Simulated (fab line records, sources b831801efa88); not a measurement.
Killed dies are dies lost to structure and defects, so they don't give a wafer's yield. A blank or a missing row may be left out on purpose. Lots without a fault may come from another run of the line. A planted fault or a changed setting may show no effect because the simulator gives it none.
fab line records | flow sky130
record lots=5 wafers=15 last_day=50
route steps=708 shown VT_ADJUST_LVTN@112 VT_ADJUST_NCORE@119 VT_ADJUST_HVTR@131 VT_ADJUST_PCH@143 SONOS_TUNNEL@154
lots that met no fault: from a run of the same line without faults
start_h: hours from the record's first day to the start of the lot's first wafer shown | wait_h: hours since the lot's step before | " the same as in the row above | L1.1+2: a row that stands for several wafers | - no value, or no start given | * or withheld: withheld | < > ~ a bound
route shown NAME@n: a module of which the file shows steps, and the number in the route of the first | usual: mean/standard deviation of fault-free wafers | same: alike in all rows | chamber/n: place in a boat | sites: the reading at each site | _std_site: their standard deviation | _edge_site: outer sites' mean less inner sites' | radius_mm: how far each site lies from the wafer's centre | mask NAME#n: copy n | behind: the tool/chamber that last shaped the wafer | hold: why the lot was held/for how many hours/how that ended | device: the transistor (n, p or np) that didn't switch | end of line: the same wafers' tests at the end of the route | a step without rows: its recipe alone | killed: dies lost to structure and defects at the first sort, not the wafer's yield | map: a wafer's dies, x killed, . not, _ none there
set.NAME: the setting as run; set.NAME@STEP: as run at that earlier step | model.NAME: the simulator's own value behind a step, which no gauge read
lots at some steps of the route; a table a step, a row a wafer
services: from which hour (start_h, from the record's first day; less than 0 if before it) a tool's chamber was out of use, for how many hours, and why
## steps
# step SKY_VT_ADJUST_LVTN_EXPOSE_15
# recipe mask_id=HVN_STD_DERIVED na=0.6 source_shape=conventional sigma_outer=0.6 polarization=unpolarized target_cd_nm=600 dose_mj=163
# same na=0.6
# columns lot.wafer tool chamber start_h wait_h mask
L079.1+2+6 iline_stepper-02 0 - - HVN_STD_DERIVED#0
L085.3+4+5 iline_stepper-01 0 - - HVN_STD_DERIVED#0
L086.1+3+5 iline_stepper-02 0 - - HVN_STD_DERIVED#0
L088.4+5+6 iline_stepper-01 0 - - HVN_STD_DERIVED#0
L095.3+4+6 iline_stepper-02 0 - - HVN_STD_DERIVED#0
# step SKY_VT_ADJUST_LVTN_PEB_16
# recipe temp_c=withheld time_s=* resist=NOVOLAK
# columns lot.wafer tool chamber start_h wait_h
L079.1+2+6 litho_track-01 0 - -
L085.3+4+5 litho_track-02 0 - -
L086.1+3+5 litho_track-01 0 - -
L088.4+5+6 litho_track-01 0 - -
L095.3+4+6 litho_track-02 0 - -
# step SKY_VT_ADJUST_LVTN_DEVELOP_17
# recipe resist=NOVOLAK developer=TMAH develop_time_s=60 dev_temp_c=23
# columns lot.wafer tool chamber start_h wait_h
L079.1+2+6 litho_track-01 0 198.29 0.1
L085.3+4+5 litho_track-02 0 234.37 0.1
L086.1+3+5 litho_track-01 0 243.44 0.1
L088.4+5+6 litho_track-01 0 256.12 0.1
L095.3+4+6 litho_track-02 0 300.47 0.1
# step SKY_VT_ADJUST_LVTN_OVL_MEAS_18
# usual VT_ADJUST_LVTN_01_OVL=1.4/1.3
# columns lot.wafer tool chamber start_h wait_h VT_ADJUST_LVTN_01_OVL[nm]
L079.1 overlay-01 - 198.44 0.1 1.7
L079.2 " - " " 1.1
L079.6 " - " " 2.3
L085.3 overlay-01 - 234.49 0.1 3.1
L085.4 " - " " 3.3
L085.5 " - " " 4.2
L086.1 overlay-01 - 243.59 0.1 2.9
L086.3 " - " " 1.9
L086.5 " - " " 2.2
L088.4 overlay-02 - 256.21 0.1 1.9
L088.5 " - " " 0.9
L088.6 " - " " 2.9
L095.3 overlay-02 - 300.59 0.1 -0.1
L095.4 " - " " -0.5
L095.6 " - " " 0.9
# step SKY_VT_ADJUST_LVTN_IMPLANT_19
# recipe species=B energy_kev=30 dose_cm2=6.5e+11 tilt_deg=withheld
# columns lot.wafer tool chamber start_h wait_h
L079.1+2+6 implanter-01 0 198.48 0.0
L085.3+4+5 implanter-04 0 234.56 0.1
L086.1+3+5 implanter-01 0 243.63 0.0
L088.4+5+6 implanter-04 0 256.30 0.1
L095.3+4+6 implanter-01 0 300.66 0.1
# step SKY_VT_ADJUST_LVTN_STRIP_20
# recipe chemistry=O2/N2 power_w=1400 pressure_mtorr=1500 platen_temp_c=withheld o2_flow_sccm=3000 n2_flow_sccm=300 overash_fraction=0.5
# usual drypump_motor_current_A=5.84/0.29 oes_product_au=0.716/0.004 strip_time_to_endpoint_s=14.19/0.038
# columns lot.wafer tool chamber start_h wait_h drypump_motor_current_A oes_product_au rf_hours_counter_h strip_time_to_endpoint_s
L079.1 plasma_asher-02 0 198.63 0.1 5.76 0.718 54 14.13
L079.2 " 1 " " 5.34 0.717 54 14.18
L079.6 " 1 " " 5.32 0.714 - 14.17
L085.3 plasma_asher-03 1 234.69 0.1 6.23 0.713 - 14.23
L085.4 " 0 " " 5.98 0.714 - 14.24
L085.5 " 0 " " 5.99 0.722 - 14.26
L086.1 plasma_asher-04 0 243.78 0.1 5.69 0.722 11 14.14
L086.3 " 1 " " 5.84 0.717 - 14.15
L086.5 " 0 " " 5.71 0.713 - 14.11
L088.4 plasma_asher-02 1 256.41 0.1 5.36 0.715 - 14.21
L088.5 " 0 " " 5.75 0.712 - 14.24
L088.6 " 1 " " 5.35 0.718 - 14.22
L095.3 plasma_asher-03 0 300.79 0.1 5.96 0.714 - 14.20
L095.4 " 1 " " 6.22 0.726 - 14.21
L095.6 " 1 " " 6.20 0.719 - 14.18
# step SKY_VT_ADJUST_LVTN_TW_MEAS_21
# usual VT_ADJUST_LVTN_2_TW=188.6/1.4
# columns lot.wafer tool chamber start_h wait_h VT_ADJUST_LVTN_2_TW
L079.1 film_metro-03 - 198.73 0.1 190.2
L079.2 " - " " 190.1
L079.6 " - " " 190.9
L085.3 film_metro-03 - 234.78 0.1 188.7
L085.4 " - " " 187.8
L085.5 " - " " 188.6
L086.1 film_metro-03 - 243.88 0.1 188.1
L086.3 " - " " 188.0
L086.5 " - " " 189.2
L088.4 film_metro-02 - 256.51 0.1 190.2
L088.5 " - " " 190.4
L088.6 " - " " 190.0
L095.3 film_metro-02 - 300.88 0.1 190.0
L095.4 " - " " 189.4
L095.6 " - " " 189.8
# step SKY_VT_ADJUST_NCORE_DEHYDRATE_00
# recipe temp_c=200 time_s=60
# columns lot.wafer tool chamber start_h wait_h
L079.1+2+6 litho_track-04 0 207.54 8.8
L085.3+4+5 litho_track-04 0 245.89 11.1
L086.1+3+5 litho_track-04 0 254.54 10.7
L088.4+5+6 litho_track-02 0 268.65 12.1
L095.3+4+6 litho_track-02 0 313.37 12.5
# step SKY_VT_ADJUST_NCORE_HMDS_01
# recipe prime_time_s=60 prime_temp_c=120
# columns lot.wafer tool chamber start_h wait_h
L079.1+2+6 litho_track-04 0 207.69 0.1
L085.3+4+5 litho_track-04 0 246.04 0.1
L086.1+3+5 litho_track-04 0 254.69 0.1
L088.4+5+6 litho_track-02 0 268.80 0.1
L095.3+4+6 litho_track-02 0 313.52 0.1
# step SKY_VT_ADJUST_NCORE_COAT_02
# recipe resist=NOVOLAK spin_rpm=3000 resist_thk_nm=1140
# columns lot.wafer tool chamber start_h wait_h
L079.1+2+6 litho_track-04 0 207.84 0.1
L085.3+4+5 litho_track-04 0 246.19 0.1
L086.1+3+5 litho_track-04 0 254.84 0.1
L088.4+5+6 litho_track-02 0 268.95 0.1
L095.3+4+6 litho_track-02 0 313.67 0.1
# step SKY_VT_ADJUST_NCORE_SOFTBAKE_03
# recipe temp_c=90 time_s=60 resist=NOVOLAK
# columns lot.wafer tool chamber start_h wait_h
L079.1+2+6 litho_track-04 0 207.99 0.1
L085.3+4+5 litho_track-04 0 246.34 0.1
L086.1+3+5 litho_track-04 0 254.99 0.1
L088.4+5+6 litho_track-02 0 269.10 0.1
L095.3+4+6 litho_track-02 0 313.82 0.1
# step SKY_VT_ADJUST_NCORE_EXPOSE_04
# recipe mask_id=LVTN_COMPLEMENT_THIN na=0.6 source_shape=conventional sigma_outer=0.6 polarization=unpolarized target_cd_nm=380 dose_mj=139
# same na=0.6
# columns lot.wafer tool chamber start_h wait_h mask
L079.1+2+6 iline_stepper-01 0 - - LVTN_COMPLEMENT_THIN#0
L085.3+4+5 iline_stepper-02 0 - - LVTN_COMPLEMENT_THIN#0
L086.1+3+5 iline_stepper-01 0 - - LVTN_COMPLEMENT_THIN#0
L088.4+5+6 iline_stepper-01 0 - - LVTN_COMPLEMENT_THIN#0
L095.3+4+6 iline_stepper-02 0 - - LVTN_COMPLEMENT_THIN#0
# step SKY_VT_ADJUST_NCORE_PEB_05
# recipe temp_c=withheld time_s=* resist=NOVOLAK
# columns lot.wafer tool chamber start_h wait_h
L079.1+2+6 litho_track-04 0 - -
L085.3+4+5 litho_track-04 0 - -
L086.1+3+5 litho_track-04 0 - -
L088.4+5+6 litho_track-04 0 - -
L095.3+4+6 litho_track-04 0 - -
# step SKY_VT_ADJUST_NCORE_DEVELOP_06
# recipe resist=NOVOLAK developer=TMAH develop_time_s=60 dev_temp_c=23
# columns lot.wafer tool chamber start_h wait_h
L079.1+2+6 litho_track-04 0 218.79 0.1
L085.3+4+5 litho_track-04 0 257.44 0.1
L086.1+3+5 litho_track-04 0 267.04 0.1
L088.4+5+6 litho_track-04 0 280.61 0.1
L095.3+4+6 litho_track-04 0 327.09 0.1
# step SKY_VT_ADJUST_NCORE_CD_MEAS_07
# recipe target_cd_nm=380
# usual cd_nm=379.8/2.1
# columns lot.wafer tool chamber start_h wait_h cd_nm
L079.1 cd_sem-01 - 218.94 0.1 380.4
L079.2 " - " " 377.4
L079.6 " - " " 381.1
L085.3 cd_sem-01 - 257.58 0.1 379.5
L085.4 " - " " 380.4
L085.5 " - " " 378.5
L086.1 cd_sem-02 - 267.19 0.1 382.0
L086.3 " - " " 384.6
L086.5 " - " " 386.6
L088.4 cd_sem-02 - 280.75 0.1 377.2
L088.5 " - " " 377.9
L088.6 " - " " 381.3
L095.3 cd_sem-01 - 327.23 0.1 381.6
L095.4 " - " " 377.7
L095.6 " - " " 379.2
# step SKY_VT_ADJUST_NCORE_OVL_MEAS_08
# usual VT_ADJUST_NCORE_OVL=0.6/1.3
# columns lot.wafer tool chamber start_h wait_h VT_ADJUST_NCORE_OVL[nm]
L079.1 overlay-01 - 219.06 0.1 -1.6
L079.2 " - " " -1.3
L079.6 " - " " 0.4
L085.3 overlay-01 - 257.67 0.1 -1.7
L085.4 " - " " -1.0
L085.5 " - " " -0.4
L086.1 overlay-02 - 267.31 0.1 1.3
L086.3 " - " " 1.8
L086.5 " - " " 2.7
L088.4 overlay-02 - 280.83 0.1 0.9
L088.5 " - " " 2.2
L088.6 " - " " 1.3
L095.3 overlay-02 - 327.32 0.1 2.4
L095.4 " - " " 0.3
L095.6 " - " " 2.8
# step SKY_VT_ADJUST_NCORE_IMPLANT_09
# recipe species=B energy_kev=10 dose_cm2=2.4e+12 tilt_deg=withheld
# columns lot.wafer tool chamber start_h wait_h
L079.1+2+6 implanter-03 0 219.10 0.0
L085.3+4+5 implanter-02 0 257.75 0.1
L086.1+3+5 implanter-01 0 267.35 0.0
L088.4+5+6 implanter-02 0 280.92 0.1
L095.3+4+6 implanter-03 0 327.39 0.1
# step SKY_VT_ADJUST_NCORE_STRIP_10
# recipe chemistry=O2/N2 power_w=1400 pressure_mtorr=1500 platen_temp_c=withheld o2_flow_sccm=3000 n2_flow_sccm=300 overash_fraction=0.5
# usual drypump_motor_current_A=5.86/0.26 oes_product_au=0.714/0.0046 strip_time_to_endpoint_s=14.19/0.04
# columns lot.wafer tool chamber start_h wait_h drypump_motor_current_A oes_product_au rf_hours_counter_h strip_time_to_endpoint_s
L079.1 plasma_asher-04 0 219.25 0.1 5.70 0.709 9 14.22
L079.2 " 1 " " 5.86 0.708 9 14.22
L079.6 " 1 " " 5.85 0.713 - 14.20
L085.3 plasma_asher-03 1 257.88 0.1 6.19 0.709 - 14.23
L085.4 " 0 " " 5.97 0.717 - 14.27
L085.5 " 1 " " 6.20 0.718 - 14.26
L086.1 plasma_asher-03 0 267.50 0.1 5.94 0.710 45 14.11
L086.3 " 0 " " 5.95 0.708 - 14.14
L086.5 " 1 " " 6.20 0.714 - 14.12
L088.4 plasma_asher-03 0 281.03 0.1 5.96 0.701 - 14.18
L088.5 " 1 " " 6.21 0.709 - 14.21
L088.6 " 0 " " 5.97 0.706 - 14.17
L095.3 plasma_asher-01 1 327.53 0.1 6.00 0.725 - 14.19
L095.4 " 0 " " 5.45 0.714 - 14.15
L095.6 " 0 " " 5.46 0.717 - 14.15
# step SKY_VT_ADJUST_NCORE_TW_MEAS_11
# usual VT_ADJUST_NCORE_TW=218.9/1.7
# columns lot.wafer tool chamber start_h wait_h VT_ADJUST_NCORE_TW
L079.1 film_metro-04 - 219.35 0.1 217.1
L079.2 " - " " 217.8
L079.6 " - " " 218.8
L085.3 film_metro-02 - 257.97 0.1 222.0
L085.4 " - " " 223.1
L085.5 " - " " 221.9
L086.1 film_metro-02 - 267.60 0.1 220.3
L086.3 " - " " 219.6
L086.5 " - " " 220.1
L088.4 film_metro-02 - 281.13 0.1 219.4
L088.5 " - " " 218.6
L088.6 " - " " 219.1
L095.3 film_metro-02 - 327.61 0.1 219.2
L095.4 " - " " 219.8
L095.6 " - " " 219.3
# step SKY_VT_ADJUST_HVTR_DEHYDRATE_00
# recipe temp_c=200 time_s=60
# columns lot.wafer tool chamber start_h wait_h
L079.1+2+6 litho_track-04 0 228.94 9.6
L085.3+4+5 litho_track-03 0 269.72 11.7
L086.1+3+5 litho_track-03 0 278.62 11.0
L088.4+5+6 litho_track-03 0 292.85 11.7
L095.3+4+6 litho_track-04 0 340.69 13.1
# step SKY_VT_ADJUST_HVTR_HMDS_01
# recipe prime_time_s=60 prime_temp_c=120
# columns lot.wafer tool chamber start_h wait_h
L079.1+2+6 litho_track-04 0 229.09 0.1
L085.3+4+5 litho_track-03 0 269.87 0.1
L086.1+3+5 litho_track-03 0 278.77 0.1
L088.4+5+6 litho_track-03 0 293.00 0.1
L095.3+4+6 litho_track-04 0 340.84 0.1
# step SKY_VT_ADJUST_HVTR_COAT_02
# recipe resist=NOVOLAK spin_rpm=3000 resist_thk_nm=1140
# columns lot.wafer tool chamber start_h wait_h
L079.1+2+6 litho_track-04 0 229.24 0.1
L085.3+4+5 litho_track-03 0 270.02 0.1
L086.1+3+5 litho_track-03 0 278.92 0.1
L088.4+5+6 litho_track-03 0 293.15 0.1
L095.3+4+6 litho_track-04 0 340.99 0.1
# step SKY_VT_ADJUST_HVTR_SOFTBAKE_03
# recipe temp_c=90 time_s=60 resist=NOVOLAK
# columns lot.wafer tool chamber start_h wait_h
L079.1+2+6 litho_track-04 0 229.39 0.1
L085.3+4+5 litho_track-03 0 270.17 0.1
L086.1+3+5 litho_track-03 0 279.07 0.1
L088.4+5+6 litho_track-03 0 293.30 0.1
L095.3+4+6 litho_track-04 0 341.14 0.1
# step SKY_VT_ADJUST_HVTR_EXPOSE_04
# recipe mask_id=HVTRM target_cd_nm=380 na=0.6 source_shape=conventional sigma_outer=0.6 dose_mj=150
# same na=0.6
# columns lot.wafer tool chamber start_h wait_h mask
L079.1+2+6 iline_stepper-01 0 - - HVTRM#0
L085.3+4+5 iline_stepper-01 0 - - HVTRM#0
L086.1+3+5 iline_stepper-02 0 - - HVTRM#0
L088.4+5+6 iline_stepper-01 0 - - HVTRM#0
L095.3+4+6 iline_stepper-01 0 - - HVTRM#0
# step SKY_VT_ADJUST_HVTR_PEB_05
# recipe temp_c=withheld time_s=* resist=NOVOLAK
# columns lot.wafer tool chamber start_h wait_h
L079.1+2+6 litho_track-03 0 - -
L085.3+4+5 litho_track-01 0 - -
L086.1+3+5 litho_track-01 0 - -
L088.4+5+6 litho_track-01 0 - -
L095.3+4+6 litho_track-01 0 - -
# step SKY_VT_ADJUST_HVTR_DEVELOP_06
# recipe develop_time_s=60 dev_temp_c=23
# columns lot.wafer tool chamber start_h wait_h
L079.1+2+6 litho_track-03 0 241.32 0.1
L085.3+4+5 litho_track-01 0 281.89 0.1
L086.1+3+5 litho_track-01 0 291.44 0.1
L088.4+5+6 litho_track-01 0 305.21 0.1
L095.3+4+6 litho_track-01 0 354.54 0.1
# step SKY_VT_ADJUST_HVTR_CD_MEAS_07
# recipe target_cd_nm=380
# usual cd_nm=380.0/2.3
# columns lot.wafer tool chamber start_h wait_h cd_nm
L079.1 cd_sem-01 - 241.47 0.1 377.1
L079.2 " - " " 373.9
L079.6 " - " " 377.0
L085.3 cd_sem-01 - 282.03 0.1 380.1
L085.4 " - " " 378.4
L085.5 " - " " 379.0
L086.1 cd_sem-01 - 291.59 0.1 378.8
L086.3 " - " " 376.9
L086.5 " - " " 377.7
L088.4 cd_sem-01 - 305.35 0.1 377.7
L088.5 " - " " 377.7
L088.6 " - " " 377.8
L095.3 cd_sem-01 - 354.68 0.1 381.3
L095.4 " - " " 378.2
L095.6 " - " " 378.8
# step SKY_VT_ADJUST_HVTR_OVL_MEAS_08
# usual VT_ADJUST_HVTR_OVL=0.8/1.2
# columns lot.wafer tool chamber start_h wait_h VT_ADJUST_HVTR_OVL[nm]
L079.1 overlay-01 - 241.59 0.1 0.2
L079.2 " - " " 1.8
L079.6 " - " " -0.8
L085.3 overlay-02 - 282.12 0.1 -1.3
L085.4 " - " " 0.3
L085.5 " - " " -0.1
L086.1 overlay-01 - 291.71 0.1 -0.1
L086.3 " - " " -0.6
L086.5 " - " " -0.4
L088.4 overlay-01 - 305.43 0.1 -0.3
L088.5 " - " " 1.1
L088.6 " - " " 1.0
L095.3 overlay-02 - 354.77 0.1 0.0
L095.4 " - " " 0.0
L095.6 " - " " 0.2
# step SKY_VT_ADJUST_HVTR_IMPLANT_09
# recipe species=B energy_kev=10 dose_cm2=2.1e+12 tilt_deg=withheld
# columns lot.wafer tool chamber start_h wait_h
L079.1+2+6 implanter-01 0 241.63 0.0
L085.3+4+5 implanter-01 0 282.20 0.1
L086.1+3+5 implanter-04 0 291.75 0.0
L088.4+5+6 implanter-02 0 305.52 0.1
L095.3+4+6 implanter-02 0 354.85 0.1
# step SKY_VT_ADJUST_HVTR_STRIP_10
# recipe chemistry=O2/N2 power_w=1400 pressure_mtorr=1500 platen_temp_c=withheld o2_flow_sccm=3000 n2_flow_sccm=300 overash_fraction=0.5
# usual drypump_motor_current_A=5.8/0.32 oes_product_au=0.716/0.0039 strip_time_to_endpoint_s=14.19/0.043
# columns lot.wafer tool chamber start_h wait_h drypump_motor_current_A oes_product_au rf_hours_counter_h strip_time_to_endpoint_s
L079.1 plasma_asher-03 1 241.78 0.1 6.2 0.720 42 14.21
L079.2 " 0 " " 6.0 0.721 42 14.26
L079.6 " 0 " " 5.9 0.713 - 14.20
L085.3 plasma_asher-03 1 282.33 0.1 6.2 0.714 - 14.22
L085.4 " 0 " " 6.0 0.713 - 14.21
L085.5 " 1 " " 6.2 0.716 - 14.17
L086.1 plasma_asher-03 1 291.90 0.1 6.2 0.711 47 14.15
L086.3 " 0 " " 5.9 0.720 - 14.18
L086.5 " 1 " " 6.2 0.719 - 14.21
L088.4 plasma_asher-01 0 305.63 0.1 5.4 0.714 - 14.15
L088.5 " 0 " " 5.4 0.717 - 14.18
L088.6 " 1 " " 6.0 0.718 - 14.14
L095.3 plasma_asher-02 1 354.98 0.1 5.3 0.720 - 14.16
L095.4 " 0 " " 5.8 0.712 - 14.17
L095.6 " 1 " " 5.3 0.713 - 14.15
# step SKY_VT_ADJUST_HVTR_TW_MEAS_11
# usual VT_ADJUST_HVTR_TW=211.0/1.6
# columns lot.wafer tool chamber start_h wait_h VT_ADJUST_HVTR_TW
L079.1 film_metro-04 - 241.88 0.1 210.6
L079.2 " - " " 210.6
L079.6 " - " " 210.6
L085.3 film_metro-03 - 282.42 0.1 212.4
L085.4 " - " " 211.8
L085.5 " - " " 212.4
L086.1 film_metro-04 - 292.00 0.1 209.5
L086.3 " - " " 208.2
L086.5 " - " " 209.7
L088.4 film_metro-04 - 305.73 0.1 210.4
L088.5 " - " " 210.5
L088.6 " - " " 209.8
L095.3 film_metro-04 - 355.07 0.1 209.8
L095.4 " - " " 208.8
L095.6 " - " " 209.9
# step SKY_VT_ADJUST_PCH_DEHYDRATE_00
# recipe temp_c=200 time_s=60
# columns lot.wafer tool chamber start_h wait_h
L079.1+2+6 litho_track-03 0 252.22 10.3
L085.3+4+5 litho_track-03 0 294.32 11.9
L086.1+3+5 litho_track-03 0 303.87 11.9
L088.4+5+6 litho_track-01 0 318.21 12.5
L095.3+4+6 litho_track-01 0 368.69 13.6
# step SKY_VT_ADJUST_PCH_HMDS_01
# recipe prime_time_s=60 prime_temp_c=120
# columns lot.wafer tool chamber start_h wait_h
L079.1+2+6 litho_track-03 0 252.37 0.1
L085.3+4+5 litho_track-03 0 294.47 0.1
L086.1+3+5 litho_track-03 0 304.02 0.1
L088.4+5+6 litho_track-01 0 318.36 0.1
L095.3+4+6 litho_track-01 0 368.84 0.1
# step SKY_VT_ADJUST_PCH_COAT_02
# recipe spin_rpm=2000 resist_thk_nm=3000
# columns lot.wafer tool chamber start_h wait_h
L079.1+2+6 litho_track-03 0 252.52 0.1
L085.3+4+5 litho_track-03 0 294.62 0.1
L086.1+3+5 litho_track-03 0 304.17 0.1
L088.4+5+6 litho_track-01 0 318.51 0.1
L095.3+4+6 litho_track-01 0 368.99 0.1
# step SKY_VT_ADJUST_PCH_SOFTBAKE_03
# recipe temp_c=110 time_s=withheld
# columns lot.wafer tool chamber start_h wait_h
L079.1+2+6 litho_track-03 0 252.67 0.1
L085.3+4+5 litho_track-03 0 294.79 0.1
L086.1+3+5 litho_track-03 0 304.32 0.1
L088.4+5+6 litho_track-01 0 318.69 0.1
L095.3+4+6 litho_track-01 0 369.16 0.1
# step SKY_VT_ADJUST_PCH_EXPOSE_04
# recipe mask_id=NWM na=0.6 source_shape=conventional sigma_outer=0.6 polarization=unpolarized target_cd_nm=840 dose_mj=255
# same na=0.6
# columns lot.wafer tool chamber start_h wait_h mask
L079.1+2+6 iline_stepper-01 0 - - NWM#0
L085.3+4+5 iline_stepper-02 0 - - NWM#0
L086.1+3+5 iline_stepper-02 0 - - NWM#0
L088.4+5+6 iline_stepper-02 0 - - NWM#0
L095.3+4+6 iline_stepper-02 0 - - NWM#0
# step SKY_VT_ADJUST_PCH_PEB_05
# recipe temp_c=115 time_s=withheld
# columns lot.wafer tool chamber start_h wait_h
L079.1+2+6 litho_track-01 0 - -
L085.3+4+5 litho_track-03 0 - -
L086.1+3+5 litho_track-02 0 - -
L088.4+5+6 litho_track-03 0 - -
L095.3+4+6 litho_track-03 0 - -
# step SKY_VT_ADJUST_PCH_DEVELOP_06
# recipe wall_angle_deg=90 developer=TMAH develop_time_s=60 dev_temp_c=23
# columns lot.wafer tool chamber start_h wait_h
L079.1+2+6 litho_track-01 0 - -
L085.3+4+5 litho_track-03 0 - -
L086.1+3+5 litho_track-02 0 - -
L088.4+5+6 litho_track-03 0 - -
L095.3+4+6 litho_track-03 0 - -
# step SKY_VT_ADJUST_PCH_OVL_MEAS_07
# usual VT_ADJUST_PCH_OVL=-1.0/1.3
# columns lot.wafer tool chamber start_h wait_h VT_ADJUST_PCH_OVL[nm]
L079.1 overlay-02 - 264.54 - 0.1
L079.2 " - " " 1.0
L079.6 " - " " -1.4
L085.3 overlay-02 - 306.98 - -0.5
L085.4 " - " " 1.3
L085.5 " - " " -1.9
L086.1 overlay-01 - 317.42 - 1.2
L086.3 " - " " -2.9
L086.5 " - " " 0.3
L088.4 overlay-01 - 331.89 - -0.8
L088.5 " - " " 1.1
L088.6 " - " " -0.7
L095.3 overlay-01 - 383.73 - -0.2
L095.4 " - " " -1.9
L095.6 " - " " -3.5
# step SKY_VT_ADJUST_PCH_IMPLANT_08
# recipe species=B energy_kev=10 dose_cm2=5e+11 tilt_deg=withheld
# columns lot.wafer tool chamber start_h wait_h
L079.1+2+6 implanter-02 0 264.58 0.0
L085.3+4+5 implanter-03 0 307.06 0.1
L086.1+3+5 implanter-03 0 317.46 0.0
L088.4+5+6 implanter-04 0 331.98 0.1
L095.3+4+6 implanter-04 0 383.81 0.1
# step SKY_VT_ADJUST_PCH_STRIP_09
# recipe chemistry=O2/N2 power_w=1400 pressure_mtorr=1500 platen_temp_c=withheld o2_flow_sccm=3000 n2_flow_sccm=300 overash_fraction=0.5
# usual drypump_motor_current_A=5.67/0.22 oes_product_au=0.722/0.0046 strip_time_to_endpoint_s=36.94/0.1
# columns lot.wafer tool chamber start_h wait_h drypump_motor_current_A oes_product_au rf_hours_counter_h strip_time_to_endpoint_s
L079.1 plasma_asher-02 1 264.73 0.1 5.35 0.733 61 36.97
L079.2 " 0 " " 5.77 0.719 61 36.97
L079.6 " 0 " " 5.77 0.722 - 36.92
L085.3 plasma_asher-02 0 307.19 0.1 5.76 0.727 - 36.82
L085.4 " 1 " " 5.33 0.714 - 36.86
L085.5 " 1 " " 5.30 0.722 - 36.78
L086.1 plasma_asher-02 0 317.61 0.1 5.77 0.720 65 36.80
L086.3 " 0 " " 5.74 0.720 - 36.83
L086.5 " 0 " " 5.75 0.718 - 36.84
L088.4 plasma_asher-04 0 332.09 0.1 5.68 0.724 - 36.76
L088.5 " 0 " " 5.68 0.718 - 36.89
L088.6 " 1 " " 5.83 0.719 - 36.95
L095.3 plasma_asher-04 0 383.94 0.1 5.74 0.730 - 36.85
L095.4 " 1 " " 5.84 0.712 - 36.91
L095.6 " 0 " " 5.69 0.718 - 36.84
# step SKY_VT_ADJUST_PCH_TW_MEAS_10
# usual VT_ADJUST_PCH_TW=142.7/1
# columns lot.wafer tool chamber start_h wait_h VT_ADJUST_PCH_TW
L079.1 film_metro-04 - 264.83 0.1 142.0
L079.2 " - " " 142.1
L079.6 " - " " 142.4
L085.3 film_metro-01 - 307.28 0.1 142.0
L085.4 " - " " 140.8
L085.5 " - " " 141.2
L086.1 film_metro-04 - 317.76 0.1 142.1
L086.3 " - " " 142.5
L086.5 " - " " 142.2
L088.4 film_metro-03 - 332.19 0.1 142.6
L088.5 " - " " 142.9
L088.6 " - " " 143.2
L095.3 film_metro-03 - 384.03 0.1 144.1
L095.4 " - " " 143.8
L095.6 " - " " 144.0
# step SKY_SONOS_TUNNEL_DEHYDRATE_00
# recipe temp_c=200 time_s=60
# columns lot.wafer tool chamber start_h wait_h
L079.1+2+6 litho_track-01 0 275.59 10.8
L085.3+4+5 litho_track-02 0 319.87 12.6
L086.1+3+5 litho_track-01 0 329.84 12.1
L088.4+5+6 litho_track-01 0 345.26 13.1
L095.3+4+6 litho_track-01 0 398.09 14.1
# step SKY_SONOS_TUNNEL_HMDS_01
# recipe prime_time_s=60 prime_temp_c=120
# columns lot.wafer tool chamber start_h wait_h
L079.1+2+6 litho_track-01 0 275.74 0.1
L085.3+4+5 litho_track-02 0 320.02 0.1
L086.1+3+5 litho_track-01 0 329.99 0.1
L088.4+5+6 litho_track-01 0 345.41 0.1
L095.3+4+6 litho_track-01 0 398.24 0.1
# step SKY_SONOS_TUNNEL_COAT_02
# recipe resist=NOVOLAK spin_rpm=3000 resist_thk_nm=1140
# columns lot.wafer tool chamber start_h wait_h
L079.1+2+6 litho_track-01 0 275.89 0.1
L085.3+4+5 litho_track-02 0 320.17 0.1
L086.1+3+5 litho_track-01 0 330.14 0.1
L088.4+5+6 litho_track-01 0 345.56 0.1
L095.3+4+6 litho_track-01 0 398.39 0.1
# step SKY_SONOS_TUNNEL_SOFTBAKE_03
# recipe temp_c=90 time_s=60 resist=NOVOLAK
# columns lot.wafer tool chamber start_h wait_h
L079.1+2+6 litho_track-01 0 276.04 0.1
L085.3+4+5 litho_track-02 0 320.32 0.1
L086.1+3+5 litho_track-01 0 330.29 0.1
L088.4+5+6 litho_track-01 0 345.71 0.1
L095.3+4+6 litho_track-01 0 398.54 0.1
# step SKY_SONOS_TUNNEL_EXPOSE_04
# recipe mask_id=TUNM na=0.6 source_shape=conventional sigma_outer=0.6 polarization=unpolarized target_cd_nm=410 dose_mj=136
# same na=0.6
# columns lot.wafer tool chamber start_h wait_h mask
L079.1+2+6 iline_stepper-01 0 - - TUNM#0
L085.3+4+5 iline_stepper-02 0 - - TUNM#0
L086.1+3+5 iline_stepper-01 0 - - TUNM#0
L088.4+5+6 iline_stepper-02 0 - - TUNM#0
L095.3+4+6 iline_stepper-01 0 - - TUNM#0
# step SKY_SONOS_TUNNEL_PEB_05
# recipe temp_c=withheld time_s=* resist=NOVOLAK
# columns lot.wafer tool chamber start_h wait_h
L079.1+2+6 litho_track-04 0 - -
L085.3+4+5 litho_track-02 0 - -
L086.1+3+5 litho_track-01 0 - -
L088.4+5+6 litho_track-02 0 - -
L095.3+4+6 litho_track-02 0 - -
# step SKY_SONOS_TUNNEL_DEVELOP_06
# recipe resist=NOVOLAK developer=TMAH develop_time_s=60 dev_temp_c=23
# columns lot.wafer tool chamber start_h wait_h
L079.1+2+6 litho_track-04 0 288.44 0.1
L085.3+4+5 litho_track-02 0 333.32 0.1
L086.1+3+5 litho_track-01 0 344.34 0.1
L088.4+5+6 litho_track-02 0 358.55 0.1
L095.3+4+6 litho_track-02 0 413.42 0.1
## services
# columns tool chamber start_h hours kind
iline_stepper-02 - 178.83 1.7 pm
implanter-03 - 190.62 6.8 repair
implanter-02 - 191.00 2.5 repair
implanter-02 - 193.45 13.3 pm
iline_stepper-01 - 199.49 1.7 pm
iline_stepper-01 - 211.92 2.1 pm
iline_stepper-01 - 214.00 - consumable_replace:lamp
implanter-02 - 235.15 3.5 pm
plasma_asher-02 - 257.80 2.0 repair
iline_stepper-02 - 257.95 4.4 pm
implanter-01 - 282.59 3.3 pm
plasma_asher-01 - 287.33 2.8 pm
plasma_asher-02 - 295.26 3.8 repair
iline_stepper-01 - 300.47 28.9 pm
implanter-02 - 301.54 3.5 repair
plasma_asher-03 - 321.97 2.1 repair
iline_stepper-01 0 337.36 - calibration
iline_stepper-02 0 363.73 - calibration
implanter-01 - 375.78 0.6 repair
plasma_asher-02 - 396.06 4.0 repair
iline_stepper-02 - 397.07 1.7 pm
plasma_asher-02 - 406.49 1.7 repair
## key
fault none
